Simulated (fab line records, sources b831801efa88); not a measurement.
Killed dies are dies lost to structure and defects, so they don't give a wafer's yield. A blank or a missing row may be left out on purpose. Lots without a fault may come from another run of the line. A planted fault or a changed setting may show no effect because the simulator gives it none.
Which tool did it? | flow sky130 | 14 lots, 42 wafers sampled, at 5 steps of a route of 708

WHAT THE GAUGES READ, wafer by wafer
SKY_LDD_HVN_OVL_MEAS_07. Usual: LDD_HVN_OVL 0.5 nm, standard deviation 1.3.
lot  | measured     | on         | LDD_HVN_OVL (nm) | flag
L784 | day 20 15:07 | overlay-01 | 2.5 2.0 2.4      |
L785 | day 20 18:39 | overlay-01 | -0.5 1.0 0.9     |
L786 | day 20 18:58 | overlay-01 | 0.3 1.8 -0.8     |
L789 | day 22 13:42 | overlay-02 | -0.1 1.4 2.3     |
L791 | day 22 18:30 | overlay-02 | 1.2 -0.8 0.7     |
L792 | day 23 10:27 | overlay-02 | -0.1 1.0 -2.6    |
L795 | day 24 01:57 | overlay-01 | 3.7 2.5 4.0      |
L794 | day 24 02:15 | overlay-02 | 4.1 1.6 2.0      |
L796 | day 24 12:43 | overlay-01 | -0.3 0.1 -0.4    |
L797 | day 24 22:48 | overlay-01 | 0.1 1.7 -0.1     |
L798 | day 25 01:40 | overlay-01 | 0.2 1.3 1.4      |
L805 | day 27 19:04 | overlay-02 | 0.3 -1.5 -0.9    |
L806 | day 28 03:01 | overlay-01 | 1.5 0.0 0.9      |
L807 | day 28 09:55 | overlay-01 | -1.1 -0.9 1.6    |

SKY_LDD_HVP_TW_MEAS_10. Usual: LDD_HVP_TW 458.6, standard deviation 2.6.
lot  | measured     | on            | LDD_HVP_TW        | flag
L784 | day 21 22:07 | film_metro-04 | 459.6 460.6 459.6 |
L785 | day 22 02:16 | film_metro-03 | 459.2 460.1 457.2 |
L786 | day 22 02:25 | film_metro-02 | 455.2 457.2 454.8 |
L789 | day 23 19:55 | film_metro-04 | 458.3 455.0 458.2 |
L791 | day 24 00:29 | film_metro-02 | 455.2 454.1 454.5 |
L792 | day 24 16:37 | film_metro-03 | 459.1 460.0 456.4 |
L795 | day 25 07:37 | film_metro-03 | 459.0 457.2 457.8 |
L794 | day 25 07:55 | film_metro-02 | 454.1 454.5 457.0 |
L796 | day 25 18:29 | film_metro-03 | 458.0 457.3 456.0 |
L797 | day 26 05:14 | film_metro-02 | 460.0 460.5 457.1 |
L798 | day 26 07:28 | film_metro-04 | 459.3 461.4 459.5 |
L805 | day 28 23:58 | film_metro-04 | 460.9 462.9 459.1 |
L806 | day 29 07:19 | film_metro-02 | 452.9 455.4 456.0 |
L807 | day 29 15:05 | film_metro-03 | 459.7 459.9 460.3 |

SKY_SD_N_TW_MEAS_12. Usual: SD_N_TW 3987, standard deviation 23.
lot  | measured     | on            | SD_N_TW        | flag
L784 | day 28 04:24 | film_metro-02 | 3991 3995 3979 |
L785 | day 28 08:39 | film_metro-03 | 3992 3999 4000 |
L786 | day 28 10:10 | film_metro-03 | 3996 4001 4011 |
L789 | day 29 23:47 | film_metro-01 | 3951 3943 3940 |
L791 | day 30 04:36 | film_metro-03 | 4019 4022 4008 |
L792 | day 30 17:50 | film_metro-03 | 4018 3993 4011 |
L795 | day 31 08:54 | film_metro-02 | 3973 3992 3975 |
L794 | day 31 09:21 | film_metro-02 | 3960 3962 3976 |
L796 | day 31 17:04 | film_metro-02 | 4007 3988 3960 |
L797 | day 32 03:26 | film_metro-03 | 30 30 30       | OFF
L798 | day 32 06:57 | film_metro-02 | 30 30 30       | OFF
L805 | day 34 21:18 | film_metro-03 | 3974 3959 3969 |
L806 | day 35 01:14 | film_metro-02 | 3972 3974 3975 |
L807 | day 35 09:10 | film_metro-02 | 3999 3972 3979 |

WHICH TOOL RAN EACH LOT (tool, then ch and the chambers of the sampled wafers, then the start)
lot  | SKY_RES_XHIGH_STRIP_08               | SKY_SD_N_STRIP_11
L784 | plasma_asher-03 ch 0,1, day 26 23:33 | plasma_asher-01 ch 0,1, day 28 04:18
L785 | plasma_asher-04 ch 0,1, day 27 03:24 | plasma_asher-04 ch 0,1, day 28 08:33
L786 | plasma_asher-02 ch 0,1, day 27 04:39 | plasma_asher-04 ch 0,1, day 28 10:03
L789 | plasma_asher-03 ch 0,1, day 28 18:41 | plasma_asher-04 ch 0,1, day 29 23:41
L791 | plasma_asher-04 ch 0,1, day 28 23:44 | plasma_asher-02 ch 0,1, day 30 04:30
L792 | plasma_asher-02 ch 0,1, day 29 13:48 | plasma_asher-02 ch 0,1, day 30 17:44
L795 | plasma_asher-02 ch 0,1, day 30 05:24 | plasma_asher-02 ch 0,1, day 31 08:48
L794 | plasma_asher-04 ch 0,1, day 30 05:55 | plasma_asher-04 ch 0,1, day 31 09:15
L796 | plasma_asher-02 ch 0,1, day 30 13:21 | plasma_asher-04 ch 0,1, day 31 16:59
L797 | plasma_asher-03 ch 0,1, day 30 23:27 | plasma_asher-04 ch 0,1, day 32 03:20
L798 | plasma_asher-02 ch 0,1, day 31 03:24 | plasma_asher-01 ch 0,1, day 32 06:51
L805 | plasma_asher-03 ch 0,1, day 33 18:30 | plasma_asher-01 ch 0,1, day 34 21:12
L806 | plasma_asher-04 ch 0,1, day 33 22:47 | plasma_asher-01 ch 0,1, day 35 01:08
L807 | plasma_asher-04 ch 0,1, day 34 06:30 | plasma_asher-02 ch 0,1, day 35 09:05
- SKY_RES_XHIGH_STRIP_08: strips in O2/N2.
- SKY_SD_N_STRIP_11: strips in O2/N2.

WHAT THE TOOLS THEMSELVES READ (means of the sampled wafers that have a number; where no wafer has one, the mark that the record gives instead)
SKY_RES_XHIGH_STRIP_08. Usual: chamber_pressure_mTorr 1499.9 mTorr, standard deviation 1.5; drypump_motor_current_A 6.14 A, standard deviation 0.19; oes_product_au 0.711 a.u., standard deviation 0.0048; strip_time_to_endpoint_s 14.28 s, standard deviation 0.048.
lot  | tool            | chamber_pressure_mTorr (mTorr) | drypump_motor_current_A (A) | oes_product_au (a.u.) | strip_time_to_endpoint_s (s) | flag
L784 | plasma_asher-03 | 1501.1                         | 6.20                        | 0.711                 | 14.24                        |
L785 | plasma_asher-04 | 1499.8                         | 6.03                        | 0.715                 | 14.24                        |
L786 | plasma_asher-02 | 1499.6                         | 6.03                        | 0.709                 | 14.31                        |
L789 | plasma_asher-03 | 1501.3                         | 6.21                        | 0.714                 | 14.31                        |
L791 | plasma_asher-04 | 1500.2                         | 6.18                        | 0.712                 | 14.21                        |
L792 | plasma_asher-02 | 1500.1                         | 6.12                        | 0.712                 | 14.22                        |
L795 | plasma_asher-02 | 1498.3                         | 6.02                        | 0.711                 | 14.27                        |
L794 | plasma_asher-04 | 1499.1                         | 6.05                        | 0.708                 | 14.34                        |
L796 | plasma_asher-02 | 1498.5                         | 6.10                        | 0.712                 | 14.25                        |
L797 | plasma_asher-03 | -                              | -                           | -                     | -                            | OFF
L798 | plasma_asher-02 | -                              | -                           | -                     | -                            | OFF
L805 | plasma_asher-03 | 1500.6                         | 6.34                        | 0.712                 | 14.31                        |
L806 | plasma_asher-04 | 1499.7                         | 6.04                        | 0.705                 | 14.25                        |
L807 | plasma_asher-04 | 1498.5                         | 6.03                        | 0.705                 | 14.25                        |

SKY_SD_N_STRIP_11. Usual: chamber_pressure_mTorr 1499.9 mTorr, standard deviation 1.5; drypump_motor_current_A 5.9 A, standard deviation 0.37; oes_product_au 0.528 a.u., standard deviation 0.0047; strip_time_to_endpoint_s 22.55 s, standard deviation 0.05.
lot  | tool            | chamber_pressure_mTorr (mTorr) | drypump_motor_current_A (A) | oes_product_au (a.u.) | strip_time_to_endpoint_s (s) | flag
L784 | plasma_asher-01 | 1499.0                         | 5.4                         | 0.531                 | 22.47                        |
L785 | plasma_asher-04 | 1500.5                         | 6.0                         | 0.526                 | 22.55                        |
L786 | plasma_asher-04 | 1500.5                         | 6.2                         | 0.527                 | 22.49                        |
L789 | plasma_asher-04 | 1500.1                         | 6.2                         | 0.531                 | 22.61                        |
L791 | plasma_asher-02 | 1499.4                         | 6.1                         | 0.519                 | 22.46                        |
L792 | plasma_asher-02 | 1500.1                         | 6.1                         | 0.527                 | 22.65                        |
L795 | plasma_asher-02 | 1501.8                         | 6.1                         | 0.524                 | 22.59                        |
L794 | plasma_asher-04 | 1499.6                         | 6.0                         | 0.527                 | 22.54                        |
L796 | plasma_asher-04 | 1499.0                         | 6.2                         | 0.531                 | 22.53                        |
L797 | plasma_asher-04 | 1499.3                         | 6.0                         | 0.616                 | 39.44                        | OFF
L798 | plasma_asher-01 | 1500.6                         | 5.7                         | 0.613                 | 39.40                        | OFF
L805 | plasma_asher-01 | 1500.1                         | 5.4                         | 0.528                 | 22.50                        |
L806 | plasma_asher-01 | 1500.3                         | 5.4                         | 0.529                 | 22.58                        |
L807 | plasma_asher-02 | 1500.2                         | 6.1                         | 0.524                 | 22.55                        |

THE ANSWER, worked out from the rows above alone
Rule: a lot is off if the mean of its wafers that have a number lies more than 3 standard deviations from the usual mean. A lot without any number at a reading at which 4 lots or more have one is off too. The other lots that the step has rows for count as sound. The gauges are gone through in route order, then the tools' own readings, and for those a lot's mean is taken as printed above. The first step at which some lot is off is used, and at that step the reading that is off furthest; a lot without a number counts as furthest.
Off: L797, L798, at SKY_SD_N_TW_MEAS_12 (SD_N_TW).
A tool fits if, at a process step before that reading, it ran every lot that is off, and no sound lot after the first of them. The gauges at SKY_SD_N_TW_MEAS_12 aren't tried: what is off there is off at SKY_RES_XHIGH_STRIP_08 too, on other tools, and a gauge's error can't cause that. None of those tried fits.

WHAT THE SIMULATOR HAD PUT IN
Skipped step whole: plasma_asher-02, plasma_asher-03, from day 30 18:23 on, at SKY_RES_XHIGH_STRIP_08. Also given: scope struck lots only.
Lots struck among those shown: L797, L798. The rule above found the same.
